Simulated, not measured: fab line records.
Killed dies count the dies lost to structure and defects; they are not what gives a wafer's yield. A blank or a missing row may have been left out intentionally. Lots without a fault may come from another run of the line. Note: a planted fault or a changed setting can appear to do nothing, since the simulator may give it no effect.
fab line records	flow gf180mcu
[record] lots = 14	wafers = 42	lastDay = 34
route steps=602 shown V5@544 TOP_METAL@567
lots with no fault: from the same line, run without faults
startH: the number of hours between the record's first day and the start of the first shown wafer of the lot	waitH: time in hours since the lot's previous step	" as in the row above	L1.1+2: a single row standing in for several wafers	- no value, or no start given	* or withheld: withheld	< > ~ a bound
route shown NAME@n: names a module that has steps shown in the file, with the first one's number in the route	usual: mean/standard deviation taken from wafers without a fault	same: alike in all rows	chamber/n: place in a boat	sites: per-site readings	_std_site: how widely they spread, as a standard deviation	_edge_site: outer sites' mean less inner sites'	radiusMm: how far each site lies from the wafer's centre	mask NAME#n: copy n	behind: the most recent tool/chamber to have shaped the wafer	hold: cause of the lot's hold/its duration in hours/its outcome	device: which transistor (n, p or np) failed to switch	end of line: tests of these same wafers at the route's end	where a step has no rows: the recipe by itself	killed: at the first sort, the dies lost to defects and structure; wafer yield is something else	map: the dies of a wafer, with x for killed, . for not killed, _ for no die there
set.NAME: the setting the step ran with; set.NAME@STEP: the setting that earlier step ran with	model.NAME: the simulator's own value behind a step, which no gauge read
one table for each step of the route and one row for each wafer, over a sample of lots
services: a tool's chamber out of use, with start hour (startH, from the record's first day; less than 0 if before it), hours out, and reason
[[steps]]
[step GF_V5_CMP_04]
[recipe] material = SiO2	downForcePsi = 4	platenRpm = 60	padVelocityMS = 0.94248
[usual] motorCurrentA = 12.3/1.1
lot.wafer	tool	chamber	startH	waitH	motorCurrentA
L202.3	cmp-01	0	620.14	0.0	10.5
L202.2	"	1	"	"	13.7
L202.1	"	3	"	"	11.9
L203.2	cmp-02	2	630.60	0.1	12.7
L203.6	"	1	"	"	11.1
L203.5	"	2	"	"	12.7
L205.4	cmp-02	3	636.26	0.0	14.5
L205.1	"	1	"	"	11.5
L205.3	"	2	"	"	11.6
L206.4	cmp-01	0	643.59	0.1	10.1
L206.5	"	3	"	"	11.8
L206.6	"	0	"	"	10.7
L207.4	cmp-01	1	647.41	0.1	14.5
L207.2	"	3	"	"	11.3
L207.5	"	1	"	"	13.3
L208.2	cmp-02	3	665.53	0.1	13.6
L208.1	"	0	"	"	12.1
L208.6	"	3	"	"	14.5
L212.4	cmp-01	2	690.64	0.1	13.3
L212.2	"	3	"	"	11.2
L212.5	"	0	"	"	10.6
L215.1	cmp-02	2	717.40	0.1	11.8
L215.3	"	0	"	"	13.2
L215.5	"	3	"	"	13.2
L216.2	cmp-01	2	719.46	0.1	13.5
L216.4	"	0	"	"	10.7
L216.5	"	2	"	"	12.9
L217.1	cmp-01	3	725.94	0.1	11.7
L217.4	"	1	"	"	14.1
L217.5	"	3	"	"	12.4
L221.1	cmp-02	2	750.43	3.3	12.0
L221.5	"	3	"	"	13.2
L221.6	"	0	"	"	12.9
L222.4	cmp-01	3	752.32	0.2	11.1
L222.2	"	2	"	"	12.5
L222.5	"	3	"	"	12.1
L223.4	cmp-02	2	760.96	0.0	11.6
L223.2	"	1	"	"	11.4
L223.5	"	3	"	"	14.6
L224.3	cmp-02	1	762.61	0.1	10.9
L224.4	"	3	"	"	13.0
L224.5	"	1	"	"	11.3
[step GF_V5_ETCH_17]
[recipe] chemistry = C4F8/O2/Ar	maskMaterial = KrF	target = SiO2	stopOn = TiN	sourceW = 1500	biasW = 1200	pressureMtorr = 40	c4f8FlowSccm = withheld	O2_flow_sccm = 6	Ar_flow_sccm = 300	timeS = withheld	targetDepthA = 8550
[usual] biasW = 1199/3.6	oesProductAu = 0.859/0.0046
lot.wafer	tool	chamber	startH	waitH	biasW	oesProductAu
L202.1	rieDiel-02	1	-	-	1202	0.858
L202.2	"	0	"	"	1196	0.855
L202.3	"	2	"	"	1200	0.857
L203.2	rieDiel-03	0	-	-	1194	0.867
L203.5	"	3	"	"	1199	0.862
L203.6	"	0	"	"	1197	0.861
L205.1	rieDiel-02	2	-	-	1201	0.868
L205.3	"	0	"	"	1202	0.862
L205.4	"	1	"	"	1198	0.857
L206.4	rieDiel-04	3	-	-	1200	0.855
L206.5	"	2	"	"	1196	0.854
L206.6	"	1	"	"	1195	0.866
L207.2	rieDiel-02	3	-	-	1201	0.857
L207.4	"	2	"	"	1202	0.859
L207.5	"	1	"	"	1200	0.856
L208.1	rieDiel-03	1	-	-	1191	0.858
L208.2	"	3	"	"	1204	0.862
L208.6	"	2	"	"	1198	0.860
L212.2	rieDiel-04	1	-	-	1201	0.857
L212.4	"	0	"	"	1208	0.855
L212.5	"	2	"	"	1191	0.857
L215.1	rieDiel-02	1	-	-	1207	0.864
L215.3	"	2	"	"	1196	0.857
L215.5	"	1	"	"	1199	0.862
L216.2	rieDiel-04	2	-	-	1193	0.859
L216.4	"	3	"	"	1207	0.858
L216.5	"	1	"	"	1204	0.862
L217.1	rieDiel-04	2	-	-	1201	0.862
L217.4	"	3	"	"	1193	0.858
L217.5	"	3	"	"	1201	0.867
L221.1	rieDiel-02	1	-	-	1196	0.859
L221.5	"	3	"	"	1202	0.859
L221.6	"	0	"	"	1201	0.864
L222.2	rieDiel-04	3	-	-	1203	0.865
L222.4	"	2	"	"	1198	0.866
L222.5	"	3	"	"	1204	0.858
L223.2	rieDiel-02	1	-	-	1196	0.852
L223.4	"	0	"	"	1196	0.851
L223.5	"	2	"	"	1197	0.868
L224.3	rieDiel-03	0	-	-	1200	0.861
L224.4	"	3	"	"	1203	0.864
L224.5	"	0	"	"	1197	0.856
[step GF_TOP_METAL_SPUTTER_00]
[recipe] material = Ti	targetThkNm = 37.5	arrivingIonEnergyEv = 80	substrateTempC = 200	chamberPressurePa = 2	powerW = 4000	timeS = 150
[usual] cathodeDcPowerW = 4000.0/0.73	chamberPressurePa = 2.000/0.0038	substrateTempC = 200.01/0.15	throttleValvePct = 30.4/0.98
lot.wafer	tool	chamber	startH	waitH	cathodeDcPowerW	chamberPressurePa	substrateTempC	throttleValvePct
L202.1	pvdSputter-04	-	641.87	0.1	3999.4	1.996	199.90	30.3
L202.2	"	-	"	"	4000.1	1.993	199.94	31.8
L202.3	"	-	"	"	4000.4	2.003	199.99	29.7
L203.2	pvdSputter-02	-	652.29	0.1	4000.1	1.998	200.22	31.1
L203.5	"	-	"	"	3999.3	1.994	200.00	31.1
L203.6	"	-	"	"	4000.3	1.997	199.89	30.1
L205.1	pvdSputter-03	-	657.63	0.2	3999.7	1.997	199.78	31.5
L205.3	"	-	"	"	4000.4	1.991	200.02	29.6
L205.4	"	-	"	"	3999.7	1.997	199.78	29.7
L206.4	pvdSputter-02	-	665.67	0.2	3999.6	2.002	199.89	30.3
L206.5	"	-	"	"	4000.2	2.001	199.92	31.1
L206.6	"	-	"	"	3997.9	2.000	200.27	30.7
L207.2	pvdSputter-04	-	668.79	0.1	-	-	-	-
L207.4	"	-	"	"	-	-	-	-
L207.5	"	-	"	"	-	-	-	-
L208.1	pvdSputter-04	-	686.55	0.2	-	-	-	-
L208.2	"	-	"	"	-	-	-	-
L208.6	"	-	"	"	-	-	-	-
L212.2	pvdSputter-03	-	710.68	0.2	3998.8	1.998	200.05	31.4
L212.4	"	-	"	"	3999.9	1.999	199.95	29.5
L212.5	"	-	"	"	4000.7	2.001	200.25	32.2
L215.1	pvdSputter-04	-	736.18	0.2	4000.2	1.998	199.85	29.7
L215.3	"	-	"	"	4000.7	2.003	199.98	31.8
L215.5	"	-	"	"	3999.2	2.000	199.86	28.9
L216.2	pvdSputter-02	-	739.23	0.1	4000.0	1.996	200.13	30.1
L216.4	"	-	"	"	3999.3	1.996	199.94	30.5
L216.5	"	-	"	"	3999.8	1.997	200.15	30.0
L217.1	pvdSputter-04	-	749.08	0.2	4001.0	2.000	200.20	31.8
L217.4	"	-	"	"	3999.9	1.994	200.02	31.7
L217.5	"	-	"	"	3999.0	2.004	200.27	29.5
L221.1	pvdSputter-04	-	767.90	0.2	3999.4	1.997	199.89	31.8
L221.5	"	-	"	"	4000.2	2.005	200.28	28.8
L221.6	"	-	"	"	3999.8	1.999	199.70	31.7
L222.2	pvdSputter-04	-	770.41	0.2	3999.7	2.001	199.86	29.6
L222.4	"	-	"	"	4000.1	1.998	199.69	30.4
L222.5	"	-	"	"	3999.7	2.002	200.08	31.5
L223.2	pvdSputter-04	-	778.40	0.2	4000.9	2.001	199.75	31.8
L223.4	"	-	"	"	4001.1	2.000	199.70	29.5
L223.5	"	-	"	"	3999.4	1.995	200.05	30.3
L224.3	pvdSputter-04	-	779.95	0.2	3999.1	2.001	200.03	31.9
L224.4	"	-	"	"	3999.0	2.001	199.94	29.8
L224.5	"	-	"	"	3999.6	1.999	200.00	31.9
[step GF_TOP_METAL_SPUTTER_02]
[recipe] material = AlCu	targetThkNm = 900	powerW = 10600	chamberPressurePa = 0.3	substrateTempC = 250	gas = Ar	timeS = 47.82
[usual] cathodeDcPowerW = 10600/1.9	chamberPressurePa = 0.3000/0.00062	substrateTempC = 250.00/0.18	throttleValvePct = 30.4/1
lot.wafer	tool	chamber	startH	waitH	cathodeDcPowerW	chamberPressurePa	substrateTempC	throttleValvePct
L202.1	pvdSputter-04	-	642.00	0.0	10600	0.2996	250.08	30.2
L202.2	"	-	"	"	10597	0.3007	249.85	31.8
L202.3	"	-	"	"	10601	0.3005	250.44	29.7
L203.2	pvdSputter-02	-	652.42	0.0	10601	0.3000	249.91	30.7
L203.5	"	-	"	"	10600	0.2995	250.04	30.8
L203.6	"	-	"	"	10599	0.3010	250.05	30.1
L205.1	pvdSputter-03	-	657.76	0.0	10598	0.2999	250.02	31.3
L205.3	"	-	"	"	10601	0.2993	249.82	29.6
L205.4	"	-	"	"	10604	0.3007	249.71	29.5
L206.4	pvdSputter-02	-	665.80	0.0	10603	0.3002	250.12	30.4
L206.5	"	-	"	"	10600	0.2999	249.96	31.1
L206.6	"	-	"	"	10598	0.3002	249.82	30.9
L207.2	pvdSputter-04	-	668.92	0.0	10600	0.3009	249.86	30.1
L207.4	"	-	"	"	10601	0.3008	250.14	29.0
L207.5	"	-	"	"	10598	0.2996	249.91	28.8
L208.1	pvdSputter-04	-	686.68	0.0	10602	0.2997	250.11	31.6
L208.2	"	-	"	"	10601	0.2992	249.90	30.1
L208.6	"	-	"	"	10602	0.2998	249.92	29.5
L212.2	pvdSputter-03	-	710.81	0.0	10597	0.2990	250.07	31.4
L212.4	"	-	"	"	10603	0.2998	249.81	29.5
L212.5	"	-	"	"	10599	0.3007	249.87	31.6
L215.1	pvdSputter-04	-	736.31	0.0	10601	0.3005	249.86	29.7
L215.3	"	-	"	"	10598	0.3002	249.95	31.8
L215.5	"	-	"	"	10598	0.3000	250.06	28.8
L216.2	pvdSputter-02	-	739.36	0.0	10599	0.2990	250.09	30.1
L216.4	"	-	"	"	10601	0.3005	249.71	30.5
L216.5	"	-	"	"	10600	0.2990	250.06	30.1
L217.1	pvdSputter-04	-	749.21	0.0	10599	0.3001	249.95	31.8
L217.4	"	-	"	"	10601	0.2994	250.25	31.8
L217.5	"	-	"	"	10599	0.2999	250.10	29.7
L221.1	pvdSputter-04	-	768.03	0.0	10599	0.3010	249.78	31.5
L221.5	"	-	"	"	10601	0.2999	249.99	28.9
L221.6	"	-	"	"	10599	0.3010	249.81	31.7
L222.2	pvdSputter-04	-	770.54	0.0	10600	0.2996	249.97	29.6
L222.4	"	-	"	"	10598	0.2993	249.78	30.2
L222.5	"	-	"	"	10601	0.2997	249.84	31.7
L223.2	pvdSputter-04	-	778.53	0.0	10601	0.3002	249.88	31.5
L223.4	"	-	"	"	10602	0.3003	250.10	29.7
L223.5	"	-	"	"	10600	0.2993	250.21	30.2
L224.3	pvdSputter-04	-	780.08	0.0	10599	0.2992	249.92	31.8
L224.4	"	-	"	"	10599	0.3002	250.05	29.7
L224.5	"	-	"	"	10600	0.3001	250.06	31.8
[step GF_TOP_METAL_METAL_ETCH_16]
[recipe] chemistry = Cl2/BCl3	maskMaterial = NOVOLAK	targetDepthNm = 1077.5	stopOn = SiO2	pressureMtorr = 8	icpW = 800	biasW = 140	Cl2_flow_sccm = 80	bcl3FlowSccm = 40	timeS = 179.6
[usual] biasW = 140.0/0.37	drypumpMotorCurrentA = 5.7/0.47	oesProductAu = 0.966/0.0076	throttleValvePct = 28.255/0.0099
lot.wafer	tool	chamber	startH	waitH	biasW	drypumpMotorCurrentA	oesProductAu	rfHoursCounterH	throttleValvePct
L202.1	rieMetal-02	1	661.49	0.0	139.5	5.6	0.962	12	28.252
L202.2	"	0	"	"	139.6	5.4	0.955	10	28.261
L202.3	"	1	"	"	139.5	5.7	0.958	-	28.269
L203.2	rieMetal-03	0	672.02	0.1	139.6	6.5	0.970	-	28.251
L203.5	"	0	"	"	139.3	6.5	0.966	-	28.242
L203.6	"	0	"	"	139.5	6.5	0.959	-	28.259
L205.1	rieMetal-01	1	677.52	0.0	140.0	5.6	0.968	13	28.250
L205.3	"	0	"	"	140.3	5.1	0.971	-	28.257
L205.4	"	1	"	"	140.4	5.6	0.956	-	28.265
L206.4	rieMetal-01	0	685.53	0.1	139.6	5.1	0.967	-	28.238
L206.5	"	0	"	"	140.0	5.1	0.971	-	28.257
L206.6	"	1	"	"	139.7	5.6	0.965	-	28.260
L207.2	rieMetal-03	0	687.98	0.1	140.0	6.5	0.941	-	28.294
L207.4	"	0	"	"	139.8	6.5	0.933	-	28.278
L207.5	"	0	"	"	139.3	6.5	0.934	-	28.283
L208.1	rieMetal-02	0	706.02	0.0	140.3	5.4	0.944	11	28.292
L208.2	"	1	"	"	139.3	5.6	0.947	14	28.287
L208.6	"	1	"	"	139.4	5.6	0.948	-	28.290
L212.2	rieMetal-02	0	728.57	0.1	140.0	5.4	0.975	-	28.244
L212.4	"	0	"	"	140.0	5.4	0.972	-	28.242
L212.5	"	0	"	"	140.3	5.4	0.971	-	28.252
L215.1	rieMetal-01	0	753.39	0.0	140.0	5.1	0.970	15	28.248
L215.3	"	0	"	"	140.2	5.1	0.969	-	28.248
L215.5	"	0	"	"	139.9	5.1	0.971	-	28.246
L216.2	rieMetal-01	0	755.08	0.1	140.4	5.1	0.957	-	28.265
L216.4	"	0	"	"	140.3	5.1	0.964	-	28.262
L216.5	"	0	"	"	140.4	5.1	0.962	-	28.274
L217.1	rieMetal-03	1	763.92	0.0	139.7	5.6	0.957	3	28.256
L217.4	"	1	"	"	139.4	5.6	0.963	-	28.252
L217.5	"	0	"	"	140.3	6.5	0.967	-	28.254
L221.1	rieMetal-02	1	783.89	0.0	139.4	5.7	0.967	2	28.253
L221.5	"	1	"	"	139.8	5.6	0.962	-	28.270
L221.6	"	0	"	"	140.2	5.4	0.975	-	28.261
L222.2	rieMetal-02	0	786.32	0.0	139.4	5.4	0.956	16	28.270
L222.4	"	0	"	"	140.1	5.4	0.971	-	28.248
L222.5	"	0	"	"	139.6	5.4	0.952	-	28.263
L223.2	rieMetal-03	0	794.12	0.0	139.8	6.5	0.970	14	28.261
L223.4	"	1	"	"	140.1	5.6	0.972	-	28.244
L223.5	"	0	"	"	139.9	6.5	0.964	-	28.256
L224.3	rieMetal-02	1	795.32	0.1	140.4	5.7	0.970	-	28.249
L224.4	"	0	"	"	140.2	5.4	0.963	-	28.272
L224.5	"	1	"	"	140.4	5.7	0.954	-	28.256
[[services]]
tool	chamber	startH	hours	kind
cmp-02	-	609.23	6.3	pm
pvdSputter-02	-	613.32	10.3	repair
cmp-01	-	623.08	2.9	repair
rieMetal-01	0	627.43	14.6	repair
rieMetal-02	-	631.76	0.8	repair
cmp-01	-	638.57	2.8	repair
rieMetal-01	-	648.82	14.6	pm
cmp-01	-	649.24	3.8	pm
rieMetal-03	-	666.17	1.4	pm
rieMetal-01	0	669.78	2.1	repair
pvdSputter-04	-	674.35	1.9	repair
rieDiel-02	3	697.30	6.9	repair
cmp-02	-	702.76	4.6	pm
cmp-01	-	712.60	5.1	pm
pvdSputter-02	-	721.68	2.7	repair
rieMetal-03	1	735.65	18.4	repair
rieMetal-01	-	738.36	1.4	pm
cmp-01	-	740.71	10.2	pm
cmp-02	-	744.18	4.0	pm
cmp-01	-	751.64	0.4	repair
cmp-01	-	752.80	3.7	repair
pvdSputter-04	-	763.10	2.7	repair
rieDiel-04	2	777.06	2.4	repair
cmp-01	-	778.96	1.1	repair
[[key]]
[firstSign] step = GF_TOP_METAL_SPUTTER_00	reading = toolRecord	direction = missing
[effect] step = GF_TOP_METAL_METAL_ETCH_16	reading = oesProductAu	direction = down	sigmas = 3.2	usual = 0.966	struck = 0.941
metAt GF_TOP_METAL_SPUTTER_00
struckLots L207,L208
laterRowsLeftOut L207.2,L207.4,L207.5,L208.1,L208.2,L208.6
sortLeftOut L207.2,L207.4,L207.5,L208.1,L208.2,L208.6
notActingAt GF_V5_CMP_04,GF_V5_ETCH_17,GF_TOP_METAL_SPUTTER_02
onsetBetween 641.87 668.79
[fault] kind = skippedStepWhole	tool = pvdSputter-04	chamber = -	onsetH = 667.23	steps = GF_TOP_METAL_SPUTTER_00	scope = struckLotsOnly
// sortLeftOut: the simulated sort isn't trusted on such a fault, so these wafers' sort isn't shown, and their yield isn't known
// laterRowsLeftOut: the simulator's readings of these wafers behind a module that went badly wrong aren't trusted and aren't shown, but for the sort
